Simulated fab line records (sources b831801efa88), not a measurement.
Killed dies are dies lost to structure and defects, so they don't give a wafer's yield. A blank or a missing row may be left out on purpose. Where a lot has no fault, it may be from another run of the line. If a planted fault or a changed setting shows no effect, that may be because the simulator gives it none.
The tool behind it: which one? :: flow sky130 :: 11 lots, 33 wafers sampled, at 5 steps of a route of 708

WHAT THE GAUGES READ, wafer by wafer
SKY_METAL2_CD_MEAS_15: the cd target is 140 nm.
lot: L402
measured: day 35 08:04
on: cdSem-01
cdNm (nm): 138.4 140.3 138.4

lot: L403
measured: day 35 14:11
on: cdSem-02
cdNm (nm): 140.1 141.0 138.8

lot: L405
measured: day 36 01:55
on: cdSem-01
cdNm (nm): 142.7 142.7 140.4

lot: L406
measured: day 36 12:42
on: cdSem-02
cdNm (nm): 140.6 141.7 140.0

lot: L410
measured: day 37 22:30
on: cdSem-01
cdNm (nm): 138.5 139.1 140.3

lot: L411
measured: day 38 10:48
on: cdSem-01
cdNm (nm): 140.2 139.4 139.6

lot: L416
measured: day 39 21:08
on: cdSem-01
cdNm (nm): 136.4 136.2 136.8

lot: L417
measured: day 40 07:17
on: cdSem-02
cdNm (nm): 141.2 141.0 140.4

lot: L419
measured: day 40 13:24
on: cdSem-02
cdNm (nm): 138.6 139.5 139.9

lot: L420
measured: day 40 19:21
on: cdSem-01
cdNm (nm): 140.1 141.5 140.8

lot: L424
measured: day 41 18:34
on: cdSem-01
cdNm (nm): 139.6 139.4 139.6

SKY_CAPM_THK_MEAS_01.
lot: L402
measured: day 36 12:49
on: filmMetro-02
CAPM_CVD_00_THK (nm): 15.08 15.52 15.45

lot: L403
measured: day 36 19:40
on: filmMetro-01
CAPM_CVD_00_THK (nm): 15.59 15.68 15.55

lot: L405
measured: day 37 07:51
on: filmMetro-03
CAPM_CVD_00_THK (nm): 15.46 15.67 15.98

lot: L406
measured: day 37 18:12
on: filmMetro-01
CAPM_CVD_00_THK (nm): 15.30 15.52 15.57

lot: L410
measured: day 39 02:59
on: filmMetro-03
CAPM_CVD_00_THK (nm): 15.34 15.25 15.81

lot: L411
measured: day 39 15:18
on: filmMetro-03
CAPM_CVD_00_THK (nm): 15.34 15.47 13.77

lot: L416
measured: day 41 00:47
on: filmMetro-01
CAPM_CVD_00_THK (nm): 15.32 15.34 13.90

lot: L417
measured: day 41 11:05
on: filmMetro-03
CAPM_CVD_00_THK (nm): 15.56 15.61 15.79

lot: L419
measured: day 41 16:56
on: filmMetro-03
CAPM_CVD_00_THK (nm): 15.23 15.59 15.59

lot: L420
measured: day 41 22:52
on: filmMetro-01
CAPM_CVD_00_THK (nm): 15.26 15.68 15.34

lot: L424
measured: day 42 21:19
on: filmMetro-02
CAPM_CVD_00_THK (nm): 15.41 15.38 15.58

WHAT TOOL EACH LOT RAN ON (gives the tool, then ch and the chambers of the sampled wafers, and finally the start)
lot: L402
SKY_METAL2_SPUTTER_02: pvdSputter-04, day 34 05:02
SKY_VIA2_SPUTTER_20: pvdSputter-03, day 36 11:57
SKY_CAPM_CVD_00: pecvd-02 ch 0,1, day 36 12:47

lot: L403
SKY_METAL2_SPUTTER_02: pvdSputter-03, day 34 11:43
SKY_VIA2_SPUTTER_20: pvdSputter-01, day 36 18:47
SKY_CAPM_CVD_00: pecvd-04 ch 0,2, day 36 19:38

lot: L405
SKY_METAL2_SPUTTER_02: pvdSputter-03, day 34 23:31
SKY_VIA2_SPUTTER_20: pvdSputter-03, day 37 07:00
SKY_CAPM_CVD_00: pecvd-01 ch 1,2, day 37 07:50

lot: L406
SKY_METAL2_SPUTTER_02: pvdSputter-01, day 35 10:27
SKY_VIA2_SPUTTER_20: pvdSputter-01, day 37 17:21
SKY_CAPM_CVD_00: pecvd-02 ch 0,2, day 37 18:11

lot: L410
SKY_METAL2_SPUTTER_02: pvdSputter-03, day 36 20:28
SKY_VIA2_SPUTTER_20: pvdSputter-03, day 39 01:55
SKY_CAPM_CVD_00: pecvd-02 ch 0,2, day 39 02:58

lot: L411
SKY_METAL2_SPUTTER_02: pvdSputter-01, day 37 08:39
SKY_VIA2_SPUTTER_20: pvdSputter-02, day 39 14:27
SKY_CAPM_CVD_00: pecvd-02 ch 0,1,2, day 39 15:17

lot: L416
SKY_METAL2_SPUTTER_02: pvdSputter-03, day 38 19:58
SKY_VIA2_SPUTTER_20: pvdSputter-02, day 40 23:56
SKY_CAPM_CVD_00: pecvd-02 ch 0,1,2, day 41 00:46

lot: L417
SKY_METAL2_SPUTTER_02: pvdSputter-03, day 39 06:35
SKY_VIA2_SPUTTER_20: pvdSputter-01, day 41 10:13
SKY_CAPM_CVD_00: pecvd-01 ch 0,1,2, day 41 11:02

lot: L419
SKY_METAL2_SPUTTER_02: pvdSputter-04, day 39 13:16
SKY_VIA2_SPUTTER_20: pvdSputter-01, day 41 16:06
SKY_CAPM_CVD_00: pecvd-04 ch 1,2, day 41 16:55

lot: L420
SKY_METAL2_SPUTTER_02: pvdSputter-03, day 39 19:04
SKY_VIA2_SPUTTER_20: pvdSputter-02, day 41 22:00
SKY_CAPM_CVD_00: pecvd-01 ch 0,1, day 41 22:50

lot: L424
SKY_METAL2_SPUTTER_02: pvdSputter-04, day 40 17:43
SKY_VIA2_SPUTTER_20: pvdSputter-01, day 42 20:28
SKY_CAPM_CVD_00: pecvd-04 ch 0,2, day 42 21:17
- SKY_METAL2_SPUTTER_02: material AlCu, target thk 250 nm, time 13.3 s.
- SKY_VIA2_SPUTTER_20: material TiN, target thk 20 nm, time 80 s.
- SKY_CAPM_CVD_00: deposits SiO2, target thk 15.5 nm.

AS READ BY THE TOOLS THEMSELVES (means over the sampled wafers that have a number; for cases with no such wafer, the mark the record gives instead)
SKY_METAL2_SPUTTER_02.
lot: L402
tool: pvdSputter-04
throttleValvePct (%): 30.8

lot: L403
tool: pvdSputter-03
throttleValvePct (%): 32.1

lot: L405
tool: pvdSputter-03
throttleValvePct (%): 31.2

lot: L406
tool: pvdSputter-01
throttleValvePct (%): 30.5

lot: L410
tool: pvdSputter-03
throttleValvePct (%): 30.9

lot: L411
tool: pvdSputter-01
throttleValvePct (%): 30.1

lot: L416
tool: pvdSputter-03
throttleValvePct (%): 31.2

lot: L417
tool: pvdSputter-03
throttleValvePct (%): 32.5

lot: L419
tool: pvdSputter-04
throttleValvePct (%): 30.2

lot: L420
tool: pvdSputter-03
throttleValvePct (%): 31.3

lot: L424
tool: pvdSputter-04
throttleValvePct (%): 29.5

SKY_VIA2_SPUTTER_20.
lot: L402
tool: pvdSputter-03
throttleValvePct (%): 29.7

lot: L403
tool: pvdSputter-01
throttleValvePct (%): 31.2

lot: L405
tool: pvdSputter-03
throttleValvePct (%): 30.7

lot: L406
tool: pvdSputter-01
throttleValvePct (%): 30.5

lot: L410
tool: pvdSputter-03
throttleValvePct (%): 30.7

lot: L411
tool: pvdSputter-02
throttleValvePct (%): 30.5

lot: L416
tool: pvdSputter-02
throttleValvePct (%): 31.3

lot: L417
tool: pvdSputter-01
throttleValvePct (%): 30.1

lot: L419
tool: pvdSputter-01
throttleValvePct (%): 31.3

lot: L420
tool: pvdSputter-02
throttleValvePct (%): 31.1

lot: L424
tool: pvdSputter-01
throttleValvePct (%): 30.0

SKY_CAPM_CVD_00.
lot: L402
tool: pecvd-02
heaterPowerW (W): 742

lot: L403
tool: pecvd-04
heaterPowerW (W): 746

lot: L405
tool: pecvd-01
heaterPowerW (W): 722

lot: L406
tool: pecvd-02
heaterPowerW (W): 786

lot: L410
tool: pecvd-02
heaterPowerW (W): 768

lot: L411
tool: pecvd-02
heaterPowerW (W): 733

lot: L416
tool: pecvd-02
heaterPowerW (W): 657

lot: L417
tool: pecvd-01
heaterPowerW (W): 682

lot: L419
tool: pecvd-04
heaterPowerW (W): 713

lot: L420
tool: pecvd-01
heaterPowerW (W): 712

lot: L424
tool: pecvd-04
heaterPowerW (W): 678

THE ANSWER, worked out from the rows above alone
Rule: usual is defined by the lots themselves. Put in order of their means at a reading, lots are off if they are a third of the lots or fewer, leave a main group of 4 or more, and stand apart from it by a gap of 3 or more times the standard deviation of the main group's means; of several such gaps the widest counts. If all means in a main group match to the digits the tables above print for the reading, that group is not used. A lot without any number at a reading at which 4 lots or more have one is off too. Where the step has rows for the other lots, those lots are counted as sound. The gauges are gone through in route order, then the tools' own readings, and for those a lot's mean is taken as printed above. At the first step where some lot is off, the reading lying furthest off is the one used; lots without a number count as furthest.
Off: L411, L416, seen at SKY_CAPM_THK_MEAS_01 (CAPM_CVD_00_THK). For the main group the mean is 15.51 nm and the standard deviation 0.11.
A tool fits if, at a process step before that reading, it ran every lot that is off, and no sound lot after the first of them. The gauges at SKY_CAPM_THK_MEAS_01 are tried like those tools. One fits: SKY_CAPM_CVD_00 on pecvd-02. Its last sound lot is L410 (day 39 02:58), its first lot that is off L411 (day 39 15:17): a fault that began between those two fits.

WHAT THE SIMULATOR PUT IN
pecvd-02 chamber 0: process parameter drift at SKY_CAPM_CVD_00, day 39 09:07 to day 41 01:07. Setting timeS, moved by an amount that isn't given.
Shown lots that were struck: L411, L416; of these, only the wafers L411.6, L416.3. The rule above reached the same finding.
